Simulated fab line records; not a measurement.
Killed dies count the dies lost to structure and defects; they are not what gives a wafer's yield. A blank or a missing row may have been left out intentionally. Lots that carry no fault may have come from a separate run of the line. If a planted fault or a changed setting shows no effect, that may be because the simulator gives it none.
fab line records	flow sky130
record: lots: 7	wafers: 21	last-day: 50
route steps=708 shown VIA3@586 METAL4@598
lots that met no fault: taken from a fault-free run of the same line
start-h: start of the lot's first displayed wafer, in hours after the record's first day	wait-h: time in hours since the lot's previous step	" unchanged from the row above	L1.1+2: several wafers, shown together as one row	- no value, or no start was given	* or withheld: withheld	< > ~ a bound
route shown NAME@n: NAME is a module with steps in the file, n the number in the route of the first one	usual: mean and standard deviation over wafers with no fault	same: alike in all rows	chamber/n: place in a boat	sites: each site's reading	_std_site: how widely they spread, as a standard deviation	_edge_site: mean of outer sites minus mean of inner sites	radius-mm: how far each site lies from the wafer's centre	mask NAME#n: copy n	behind: tool/chamber where the wafer was last shaped	hold: reason for holding the lot/hours on hold/outcome of the hold	device: whichever transistor did not switch (one of n, p or np)	end of line: the tests these same wafers got at the end of their route	step lacking rows: just its recipe	killed: dies lost to structure and defects at the first sort, not the wafer's yield	map: a wafer's dies, marking killed ones x, the rest . and places with no die _
set.NAME: the setting that was run; set.NAME@STEP: the one run at that earlier step	model.NAME: the simulator's own value behind a step, which no gauge read
lots seen at some steps along the route; tables by step, rows by wafer
services: the hour from which a tool's chamber was out of use, counted from the record's first day as start-h (under 0 if before that day), plus the number of hours and why
== steps ==
step: SKY_VIA3_OVL_MEAS_13
usual: VIA3_OVL: -1/5.3
lot.wafer	tool	chamber	start-h	wait-h	VIA3_OVL[nm]
L790.1	overlay-02	-	929.31	0.1	4
L790.2	"	-	"	"	8
L790.6	"	-	"	"	12
L796.2	overlay-01	-	979.02	0.1	6
L796.4	"	-	"	"	2
L796.5	"	-	"	"	5
L800.1	overlay-02	-	1005.71	0.1	-3
L800.3	"	-	"	"	-3
L800.6	"	-	"	"	-7
L809.2	overlay-02	-	1053.93	0.1	6
L809.3	"	-	"	"	0
L809.6	"	-	"	"	-6
L810.1	overlay-02	-	1066.26	0.1	-12
L810.3	"	-	"	"	-12
L810.6	"	-	"	"	-1
L811.2	overlay-02	-	1073.47	0.1	1
L811.4	"	-	"	"	0
L811.5	"	-	"	"	1
L813.1	overlay-02	-	1086.46	0.1	-8
L813.2	"	-	"	"	0
L813.3	"	-	"	"	-3
step: SKY_VIA3_ETCH_14
recipe: chemistry: N2/H2	target: BARC	ion-energy-ev: 200	source-w: 500	bias-w: 100	pressure-mtorr: 30	n2-flow-sccm: 100	h2-flow-sccm: 200	stop-on: SiO2	time-s: 45.9	target-depth-a: 600
usual: drypump-motor-current-A: 5.8/0.37	oes-product-au: 0.855/0.0049	rf-fwd-power-W: 494.8/1.9	throttle-valve-pct: 13.224/0.0091
lot.wafer	tool	chamber	start-h	wait-h	drypump-motor-current-A	oes-product-au	rf-fwd-power-W	rf-hours-counter-h	throttle-valve-pct
L790.1	rie-diel-02	0	929.34	0.0	6.5	0.853	494.9	23	13.221
L790.2	"	2	"	"	5.7	0.846	494.2	12	13.227
L790.6	"	1	"	"	5.4	0.849	496.9	-	13.225
L796.2	rie-diel-02	3	979.05	0.0	5.0	0.861	497.8	20	13.210
L796.4	"	1	"	"	5.4	0.857	495.3	8	13.228
L796.5	"	3	"	"	5.1	0.855	496.8	-	13.212
L800.1	rie-diel-04	0	1005.75	0.0	6.0	0.855	494.9	21	13.230
L800.3	"	2	"	"	5.8	0.858	492.1	22	13.223
L800.6	"	2	"	"	5.8	0.865	494.3	-	13.220
L809.2	rie-diel-01	3	1053.96	0.0	5.5	0.858	496.8	17	13.222
L809.3	"	2	"	"	6.1	0.865	493.6	24	13.206
L809.6	"	1	"	"	5.6	0.853	493.0	-	13.226
L810.1	rie-diel-01	2	1066.30	0.0	6.1	0.848	492.2	25	13.231
L810.3	"	3	"	"	5.5	0.862	499.1	17	13.212
L810.6	"	3	"	"	5.5	0.849	499.2	-	13.219
L811.2	rie-diel-01	2	1073.50	0.0	6.1	0.851	494.2	25	13.217
L811.4	"	1	"	"	5.6	0.864	492.7	22	13.234
L811.5	"	2	"	"	6.1	0.852	491.8	-	13.224
L813.1	rie-diel-04	1	1086.50	0.0	6.2	0.858	495.0	19	13.220
L813.2	"	3	"	"	5.7	0.855	495.8	23	13.215
L813.3	"	2	"	"	5.8	0.860	492.8	25	13.233
step: SKY_VIA3_ETCH_15
recipe: target: SiO2	chemistry: C4F8/O2/Ar	target-depth-nm: 507	stop-on: TiN	mask-material: KrF-thick	source-w: 1500	bias-w: 1200	pressure-mtorr: 40	c4f8-flow-sccm: withheld	O2_flow_sccm: 6	Ar_flow_sccm: 300	time-s: 78
step: SKY_VIA3_STRIP_16
recipe: chemistry: O2/N2	power-w: 1400	pressure-mtorr: 1500	platen-temp-c: withheld	o2-flow-sccm: 3000	n2-flow-sccm: 300	overash-fraction: 0.5
usual: drypump-motor-current-A: 5.4/0.44	o2-flow-sccm: 2999/8.2	oes-product-au: 0.402/0.0047	strip-time-to-endpoint-s: 4.126/0.027
lot.wafer	tool	chamber	start-h	wait-h	drypump-motor-current-A	o2-flow-sccm	oes-product-au	rf-hours-counter-h	strip-time-to-endpoint-s
L790.1	plasma-asher-04	0	929.45	0.0	5.3	3018	0.404	49	4.156
L790.2	"	1	"	"	5.6	2992	0.397	49	4.097
L790.6	"	1	"	"	5.6	2995	0.402	-	4.176
L796.2	plasma-asher-04	0	979.15	0.0	5.3	2993	0.402	55	4.159
L796.4	"	1	"	"	5.6	2998	0.404	-	4.159
L796.5	"	1	"	"	5.6	2988	0.404	-	4.168
L800.1	plasma-asher-03	0	1005.85	0.0	4.8	2998	0.399	26	4.093
L800.3	"	0	"	"	4.8	3011	0.402	-	4.080
L800.6	"	1	"	"	5.5	2997	0.390	-	4.096
L809.2	plasma-asher-02	1	1054.06	0.0	6.1	2999	0.400	124	4.094
L809.3	"	0	"	"	6.0	2987	0.393	-	4.119
L809.6	"	1	"	"	6.1	2998	0.404	-	4.125
L810.1	plasma-asher-04	1	1066.40	0.0	5.6	3001	0.405	64	4.114
L810.3	"	1	"	"	5.6	2996	0.398	-	4.137
L810.6	"	1	"	"	5.6	3004	0.411	-	4.129
L811.2	plasma-asher-04	0	1073.60	0.0	5.3	3010	0.398	65	4.084
L811.4	"	1	"	"	5.6	3000	0.400	-	4.128
L811.5	"	0	"	"	5.3	3014	0.402	-	4.101
L813.1	plasma-asher-04	0	1086.60	0.0	5.3	3015	0.394	66	4.150
L813.2	"	1	"	"	5.6	3012	0.403	66	4.165
L813.3	"	1	"	"	5.6	3001	0.414	-	4.102
step: SKY_VIA3_STRIP_17
recipe: chemistry: post-etch-residue-remover	time-s: 1200	temp-c: 72.5
step: SKY_VIA3_CLEAN_18
recipe: chemistry: IPA	time-s: 180	temp-c: 25
step: SKY_VIA3_CLEAN_19
recipe: chemistry: O3/DIW	dry: n2-spin
step: SKY_VIA3_SPUTTER_20
recipe: material: TiN	target-thk-nm: 20	chamber-pressure-pa: 5	power-w: 4000	time-s: 80
usual: cathode-dc-power-W: 4000.1/0.69	chamber-pressure-pa: 5.000/0.0098	throttle-valve-pct: 29.7/1.1
lot.wafer	tool	chamber	start-h	wait-h	cathode-dc-power-W	chamber-pressure-pa	throttle-valve-pct
L790.1	pvd-sputter-03	-	930.04	0.0	4000.7	5.000	30.3
L790.2	"	-	"	"	3999.4	5.004	30.9
L790.6	"	-	"	"	4001.5	5.012	28.8
L796.2	pvd-sputter-01	-	979.75	0.0	3999.3	4.994	30.5
L796.4	"	-	"	"	3999.4	5.013	30.9
L796.5	"	-	"	"	4000.3	5.005	30.4
L800.1	pvd-sputter-03	-	1006.44	0.0	3999.8	5.009	30.1
L800.3	"	-	"	"	4000.0	4.995	30.9
L800.6	"	-	"	"	4000.3	4.996	29.9
L809.2	pvd-sputter-01	-	1054.74	0.0	3999.9	4.989	30.7
L809.3	"	-	"	"	3999.8	5.017	31.0
L809.6	"	-	"	"	4001.1	4.989	29.0
L810.1	pvd-sputter-03	-	1067.03	0.0	4001.0	5.007	28.7
L810.3	"	-	"	"	4000.6	4.978	30.9
L810.6	"	-	"	"	3999.6	5.011	31.2
L811.2	pvd-sputter-03	-	1074.19	0.0	4000.6	5.005	31.3
L811.4	"	-	"	"	4000.9	5.007	30.1
L811.5	"	-	"	"	3999.4	4.997	30.8
L813.1	pvd-sputter-04	-	1087.19	0.0	3999.6	4.998	28.6
L813.2	"	-	"	"	4000.5	4.993	28.9
L813.3	"	-	"	"	4000.5	4.997	27.5
step: SKY_VIA3_CVD_21
recipe: material: W	target-thk-nm: 390	time-s: 117.31	temp-c: 400	pressure-torr: 40
usual: heater-power-w: 887/83
lot.wafer	tool	chamber	start-h	wait-h	heater-power-w
L790.1	cvd-w-02	0	930.10	0.0	790
L790.2	"	1	"	"	880
L790.6	"	0	"	"	787
L796.2	cvd-w-02	1	979.81	0.0	902
L796.4	"	0	"	"	769
L796.5	"	0	"	"	776
L800.1	cvd-w-01	0	1006.50	0.0	1036
L800.3	"	1	"	"	863
L800.6	"	0	"	"	1047
L809.2	cvd-w-02	1	1054.80	0.0	859
L809.3	"	0	"	"	808
L809.6	"	1	"	"	900
L810.1	cvd-w-01	0	1067.09	0.0	1020
L810.3	"	0	"	"	1023
L810.6	"	1	"	"	881
L811.2	cvd-w-01	1	1074.25	0.0	884
L811.4	"	0	"	"	1007
L811.5	"	1	"	"	880
L813.1	cvd-w-02	0	1087.25	0.0	793
L813.2	"	1	"	"	927
L813.3	"	0	"	"	814
step: SKY_VIA3_RS_MEAS_22
recipe: thk-meas-gauge: four-point-probe	reads: W_of_VIA3_CVD_21+TiN_of_VIA3_SPUTTER_20
usual: VIA3_W_RS: 0.292/0.0048
lot.wafer	tool	chamber	start-h	wait-h	VIA3_W_RS[ohm/sq]
L790.1	film-metro-04	-	930.22	0.1	0.299
L790.2	"	-	"	"	0.293
L790.6	"	-	"	"	0.300
L796.2	film-metro-04	-	979.95	0.1	0.290
L796.4	"	-	"	"	0.300
L796.5	"	-	"	"	0.301
L800.1	film-metro-03	-	1006.62	0.1	0.284
L800.3	"	-	"	"	0.289
L800.6	"	-	"	"	0.284
L809.2	film-metro-04	-	1054.95	0.1	0.289
L809.3	"	-	"	"	0.293
L809.6	"	-	"	"	0.287
L810.1	film-metro-04	-	1067.21	0.1	0.285
L810.3	"	-	"	"	0.284
L810.6	"	-	"	"	0.291
L811.2	film-metro-03	-	1074.39	0.1	0.287
L811.4	"	-	"	"	0.285
L811.5	"	-	"	"	0.288
L813.1	film-metro-03	-	1087.37	0.1	0.296
L813.2	"	-	"	"	0.292
L813.3	"	-	"	"	0.298
step: SKY_VIA3_THK_MEAS_23
recipe: thk-meas-gauge: xrf	reads: W_of_VIA3_CVD_21
usual: VIA3_W_THK: 396/7.9
lot.wafer	tool	chamber	start-h	wait-h	VIA3_W_THK[nm]
L790.1	film-metro-04	-	930.34	0.1	387
L790.2	"	-	"	"	393
L790.6	"	-	"	"	386
L796.2	film-metro-04	-	980.06	0.1	397
L796.4	"	-	"	"	384
L796.5	"	-	"	"	383
L800.1	film-metro-03	-	1006.74	0.1	409
L800.3	"	-	"	"	400
L800.6	"	-	"	"	407
L809.2	film-metro-04	-	1055.06	0.1	398
L809.3	"	-	"	"	392
L809.6	"	-	"	"	401
L810.1	film-metro-04	-	1067.33	0.1	401
L810.3	"	-	"	"	403
L810.6	"	-	"	"	396
L811.2	film-metro-03	-	1074.50	0.1	400
L811.4	"	-	"	"	400
L811.5	"	-	"	"	399
L813.1	film-metro-03	-	1087.49	0.1	389
L813.2	"	-	"	"	392
L813.3	"	-	"	"	385
step: SKY_VIA3_CMP_24
recipe: stop-on: SiO2	t-overpolish-s: 20	down-force-psi: 3.5	platen-rpm: 60	target-thk-nm: 0	pad-velocity-m-s: 0.94248
usual: edge-zone-pressure-frac: 1.000/0.0042	motor-current-A: 11.3/0.85	overpolish-run-s: 20.000/0.0084	time-to-endpoint-s: 95/3.9
lot.wafer	tool	chamber	start-h	wait-h	edge-zone-pressure-frac	motor-current-A	overpolish-run-s	time-to-endpoint-s
L790.1	cmp-02	3	930.50	0.1	0.995	11.5	20.008	88
L790.2	"	0	"	"	1.003	11.7	19.987	94
L790.6	"	1	"	"	1.000	10.8	20.003	89
L796.2	cmp-01	2	980.27	0.2	1.000	12.5	19.997	90
L796.4	"	0	"	"	0.996	11.3	19.995	92
L796.5	"	2	"	"	1.005	12.7	19.999	89
L800.3	cmp-01	2	1006.80	0.0	1.000	13.1	20.007	93
L800.1	"	3	"	"	1.000	9.9	19.999	100
L800.6	"	2	"	"	0.993	12.4	19.997	97
L809.3	cmp-01	3	1055.21	0.1	1.000	9.3	19.996	100
L809.2	"	0	"	"	1.002	10.5	20.007	97
L809.6	"	2	"	"	0.998	12.7	19.997	92
L810.1	cmp-02	3	1067.57	0.2	1.003	11.2	20.007	99
L810.3	"	0	"	"	0.997	11.6	19.996	106
L810.6	"	1	"	"	0.995	11.0	19.996	96
L811.4	cmp-02	3	1074.99	0.5	0.995	10.8	20.008	98
L811.2	"	0	"	"	1.005	11.5	19.991	102
L811.5	"	3	"	"	1.001	11.8	20.006	97
L813.2	cmp-02	0	1087.60	0.1	0.998	11.4	19.993	98
L813.3	"	1	"	"	0.996	10.6	19.998	91
L813.1	"	2	"	"	1.003	12.0	20.018	95
step: SKY_METAL4_SPUTTER_00
recipe: material: Ti	target-thk-nm: 15	power-w: 3000	time-s: 10	chamber-pressure-pa: 0.4
usual: cathode-dc-power-W: 3000.0/0.53	chamber-pressure-pa: 0.3999/0.00079	throttle-valve-pct: 30.1/0.93
lot.wafer	tool	chamber	start-h	wait-h	cathode-dc-power-W	chamber-pressure-pa	throttle-valve-pct
L790.1	pvd-sputter-01	-	930.70	0.1	2999.8	0.4006	30.5
L790.2	"	-	"	"	3000.0	0.4000	29.3
L790.6	"	-	"	"	2999.9	0.3996	29.5
L796.2	pvd-sputter-02	-	980.52	0.2	3000.7	0.3984	29.4
L796.4	"	-	"	"	2999.8	0.3997	30.2
L796.5	"	-	"	"	2999.5	0.4010	31.3
L800.1	pvd-sputter-01	-	1007.10	0.2	3001.0	0.4015	29.4
L800.3	"	-	"	"	2999.1	0.3990	30.4
L800.6	"	-	"	"	3000.0	0.3999	30.8
L809.2	pvd-sputter-02	-	1055.41	0.1	-	-	-
L809.3	"	-	"	"	-	-	-
L809.6	"	-	"	"	-	-	-
L810.1	pvd-sputter-03	-	1067.77	0.1	-	-	-
L810.3	"	-	"	"	-	-	-
L810.6	"	-	"	"	-	-	-
L811.2	pvd-sputter-03	-	1075.29	0.2	-	-	-
L811.4	"	-	"	"	-	-	-
L811.5	"	-	"	"	-	-	-
L813.1	pvd-sputter-02	-	1087.85	0.1	2999.6	0.3996	28.5
L813.2	"	-	"	"	3000.2	0.3992	31.3
L813.3	"	-	"	"	2999.9	0.4009	29.1
step: SKY_METAL4_SPUTTER_01
recipe: material: TiN	target-thk-nm: 20	power-w: 6500	time-s: 16.7	chamber-pressure-pa: 0.4
== services ==
tool	chamber	start-h	hours	kind
cmp-02	-	912.37	4.0	pm
cmp-02	-	914.12	1.3	repair
cvd-w-01	-	920.73	2.1	repair
cvd-w-01	0	929.31	10.7	repair
pvd-sputter-02	-	933.33	1.2	repair
pvd-sputter-02	-	935.67	5.1	repair
rie-diel-04	-	953.94	1.1	repair
plasma-asher-04	-	955.71	0.8	repair
rie-diel-02	-	957.49	0.4	repair
cmp-01	-	961.76	6.2	pm
rie-diel-01	3	971.80	6.0	repair
rie-diel-04	2	975.21	1.2	repair
cmp-02	-	976.88	5.7	repair
cvd-w-02	-	1002.68	6.9	pm
pvd-sputter-01	-	1002.92	2.7	repair
cmp-02	-	1017.01	0.7	repair
rie-diel-01	-	1018.46	2.8	pm
plasma-asher-04	-	1025.61	0.6	repair
rie-diel-01	-	1038.10	1.3	repair
pvd-sputter-01	-	1052.08	0.5	repair
pvd-sputter-02	-	1056.55	1.4	repair
pvd-sputter-01	-	1073.89	8.8	repair
cvd-w-01	-	1082.99	0.5	repair
cmp-01	-	1084.00	4.0	pm
== key ==
first-sign: step: SKY_METAL4_SPUTTER_00	reading: tool-record	direction: missing
effect none on later readings
met-at SKY_METAL4_SPUTTER_00
struck-wafers L809.2,L809.3,L809.6,L810.1,L810.3,L810.6,L811.2,L811.4,L811.5
later-rows-left-out L809.2,L809.3,L809.6,L810.1,L810.3,L810.6,L811.2,L811.4,L811.5
sort-left-out L809.2,L809.3,L809.6,L810.1,L810.3,L810.6,L811.2,L811.4,L811.5
onset-between 980.52 1055.41
fault: kind: skipped-step-whole	tool: pvd-sputter-02,pvd-sputter-03	chamber: -	onset-h: 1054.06	steps: SKY_METAL4_SPUTTER_00	scope: struck-lots-only
sort-left-out: the simulated sort isn't trusted on such a fault, so these wafers' sort isn't shown, and their yield isn't known
later-rows-left-out: the simulator's readings of these wafers behind a module that went badly wrong aren't trusted and aren't shown, but for the sort
